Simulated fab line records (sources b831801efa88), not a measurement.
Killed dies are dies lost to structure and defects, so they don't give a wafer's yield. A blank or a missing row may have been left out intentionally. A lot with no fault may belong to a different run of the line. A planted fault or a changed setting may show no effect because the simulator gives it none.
Shared-tool check :: flow sky130 :: 13 lots and 39 wafers in the sample

WHAT PROMPTED THE OPENING
Of 13 lots, 1 have the reading LDD_P_TW flagged at SKY_LDD_P_TW_MEAS_11. No-fault wafers: 635, standard deviation 3.1.
Rule: flag the lot when none of its wafers has a number, or when each of its wafers that has one lies beyond 4 standard deviations from that mean. All remaining lots are regarded as sound.

lot: L196
measured: day 19 10:50
on: film-metro-01
LDD_P_TW, wafer by wafer: 634 633 633
flag: 

lot: L198
measured: day 20 00:23
on: film-metro-01
LDD_P_TW, wafer by wafer: 633 636 636
flag: 

lot: L199
measured: day 20 05:29
on: film-metro-03
LDD_P_TW, wafer by wafer: 30 30 30
flag: FLAGGED

lot: L200
measured: day 20 23:02
on: film-metro-01
LDD_P_TW, wafer by wafer: 634 634 635
flag: 

lot: L203
measured: day 22 05:11
on: film-metro-03
LDD_P_TW, wafer by wafer: 635 633 632
flag: 

lot: L206
measured: day 22 21:08
on: film-metro-01
LDD_P_TW, wafer by wafer: 634 630 631
flag: 

lot: L209
measured: day 24 08:32
on: film-metro-03
LDD_P_TW, wafer by wafer: 638 639 638
flag: 

lot: L210
measured: day 24 14:46
on: film-metro-01
LDD_P_TW, wafer by wafer: 637 636 633
flag: 

lot: L211
measured: day 25 09:31
on: film-metro-01
LDD_P_TW, wafer by wafer: 632 633 631
flag: 

lot: L212
measured: day 25 17:02
on: film-metro-03
LDD_P_TW, wafer by wafer: 635 633 632
flag: 

lot: L214
measured: day 26 01:59
on: film-metro-04
LDD_P_TW, wafer by wafer: 638 638 640
flag: 

lot: L216
measured: day 27 09:29
on: film-metro-01
LDD_P_TW, wafer by wafer: 631 629 630
flag: 

lot: L217
measured: day 27 22:58
on: film-metro-03
LDD_P_TW, wafer by wafer: 640 637 635
flag: 
Averaged over the flagged lots the numbers come to 30, -605 from the usual (-99 or more standard deviations).

TOOL THAT RAN EACH LOT
2 process steps preceding the reading are held in the record, out of 708 steps in the route. Each cell gives the tool, then ch followed by the chambers the sampled wafers passed through, then the start.
lot: L196
flag: 
SKY_LDD_N_STRIP_16: plasma-asher-03 ch 0,1, day 18 04:06
SKY_LDD_P_EXPOSE_04: iline-stepper-02 ch 0, day 18 18:58

lot: L198
flag: 
SKY_LDD_N_STRIP_16: plasma-asher-01 ch 0,1, day 18 17:26
SKY_LDD_P_EXPOSE_04: iline-stepper-02 ch 0, day 19 09:19

lot: L199
flag: FLAGGED
SKY_LDD_N_STRIP_16: plasma-asher-03 ch 0,1, day 18 22:36
SKY_LDD_P_EXPOSE_04: iline-stepper-01 ch 0, day 19 14:16

lot: L200
flag: 
SKY_LDD_N_STRIP_16: plasma-asher-04 ch 0,1, day 19 14:09
SKY_LDD_P_EXPOSE_04: iline-stepper-01 ch 0, day 20 05:17

lot: L203
flag: 
SKY_LDD_N_STRIP_16: plasma-asher-04 ch 0,1, day 20 22:32
SKY_LDD_P_EXPOSE_04: iline-stepper-01 ch 0, day 21 13:13

lot: L206
flag: 
SKY_LDD_N_STRIP_16: plasma-asher-01 ch 0,1, day 21 13:55
SKY_LDD_P_EXPOSE_04: iline-stepper-02 ch 0, day 22 05:49

lot: L209
flag: 
SKY_LDD_N_STRIP_16: plasma-asher-03 ch 0,1, day 23 02:38
SKY_LDD_P_EXPOSE_04: iline-stepper-01 ch 0, day 23 17:27

lot: L210
flag: 
SKY_LDD_N_STRIP_16: plasma-asher-01 ch 1, day 23 08:36
SKY_LDD_P_EXPOSE_04: iline-stepper-01 ch 0, day 23 23:19

lot: L211
flag: 
SKY_LDD_N_STRIP_16: plasma-asher-01 ch 0,1, day 24 04:04
SKY_LDD_P_EXPOSE_04: iline-stepper-01 ch 0, day 24 19:14

lot: L212
flag: 
SKY_LDD_N_STRIP_16: plasma-asher-03 ch 0,1, day 24 11:21
SKY_LDD_P_EXPOSE_04: iline-stepper-01 ch 0, day 25 02:15

lot: L214
flag: 
SKY_LDD_N_STRIP_16: plasma-asher-03 ch 0, day 24 20:25
SKY_LDD_P_EXPOSE_04: iline-stepper-01 ch 0, day 25 11:04

lot: L216
flag: 
SKY_LDD_N_STRIP_16: plasma-asher-01 ch 0,1, day 26 08:20
SKY_LDD_P_EXPOSE_04: iline-stepper-01 ch 0, day 26 21:17

lot: L217
flag: 
SKY_LDD_N_STRIP_16: plasma-asher-01 ch 0,1, day 26 18:23
SKY_LDD_P_EXPOSE_04: iline-stepper-01 ch 0, day 27 06:17
What these steps do:
- SKY_LDD_N_STRIP_16: strips in O2/N2.
- SKY_LDD_P_EXPOSE_04: exposes mask PSDM, target cd 380 nm.
- SKY_LDD_P_TW_MEAS_11

FLAGGED AGAINST TOTAL, ONE TOOL AT A TIME (gauges that did the reading follow at the end)
step: SKY_LDD_N_STRIP_16
tool: plasma-asher-01
lots run: 6
flagged: 0
share of the flagged lots: none
sound lots run after its first flagged lot: -

step: SKY_LDD_N_STRIP_16
tool: plasma-asher-03
lots run: 5
flagged: 1
share of the flagged lots: all
sound lots run after its first flagged lot: 3 (L209,L212,L214)

step: SKY_LDD_N_STRIP_16
tool: plasma-asher-04
lots run: 2
flagged: 0
share of the flagged lots: none
sound lots run after its first flagged lot: -

step: SKY_LDD_P_EXPOSE_04
tool: iline-stepper-01
lots run: 10
flagged: 1
share of the flagged lots: all
sound lots run after its first flagged lot: 9 (L200,L203,L209,L210,L211,L212,L214,L216,L217)

step: SKY_LDD_P_EXPOSE_04
tool: iline-stepper-02
lots run: 3
flagged: 0
share of the flagged lots: none
sound lots run after its first flagged lot: -

step: SKY_LDD_P_TW_MEAS_11
tool: film-metro-01
lots run: 7
flagged: 0
share of the flagged lots: none
sound lots run after its first flagged lot: -

step: SKY_LDD_P_TW_MEAS_11
tool: film-metro-03
lots run: 5
flagged: 1
share of the flagged lots: all
sound lots run after its first flagged lot: 4 (L203,L209,L212,L217)

step: SKY_LDD_P_TW_MEAS_11
tool: film-metro-04
lots run: 1
flagged: 0
share of the flagged lots: none
sound lots run after its first flagged lot: -

WHAT THE TABLE ALLOWS
Rows of the table that ran every flagged lot, 3 in all: plasma-asher-03 at SKY_LDD_N_STRIP_16, iline-stepper-01 at SKY_LDD_P_EXPOSE_04, film-metro-03 at SKY_LDD_P_TW_MEAS_11.
- plasma-asher-03 at SKY_LDD_N_STRIP_16: 1 of its 5 lots flagged. After the first flagged lot (L209, L212, L214), sound lots still ran on it; a lasting fault on the whole tool would not permit that.
- iline-stepper-01 at SKY_LDD_P_EXPOSE_04: 1 of its 10 lots flagged. After the first flagged lot (L200, L203, L209, L210, L211, L212, L214, L216, L217), sound lots still ran on it; a lasting fault on the whole tool would not permit that.
- film-metro-03 at SKY_LDD_P_TW_MEAS_11: 1 of its 5 lots flagged. After the first flagged lot (L203, L209, L212, L217), sound lots still ran on it; a lasting fault on the whole tool would not permit that.
Not one row of the table ran every flagged lot while running no sound lot after the first.

WHAT THE SIMULATOR PUT IN
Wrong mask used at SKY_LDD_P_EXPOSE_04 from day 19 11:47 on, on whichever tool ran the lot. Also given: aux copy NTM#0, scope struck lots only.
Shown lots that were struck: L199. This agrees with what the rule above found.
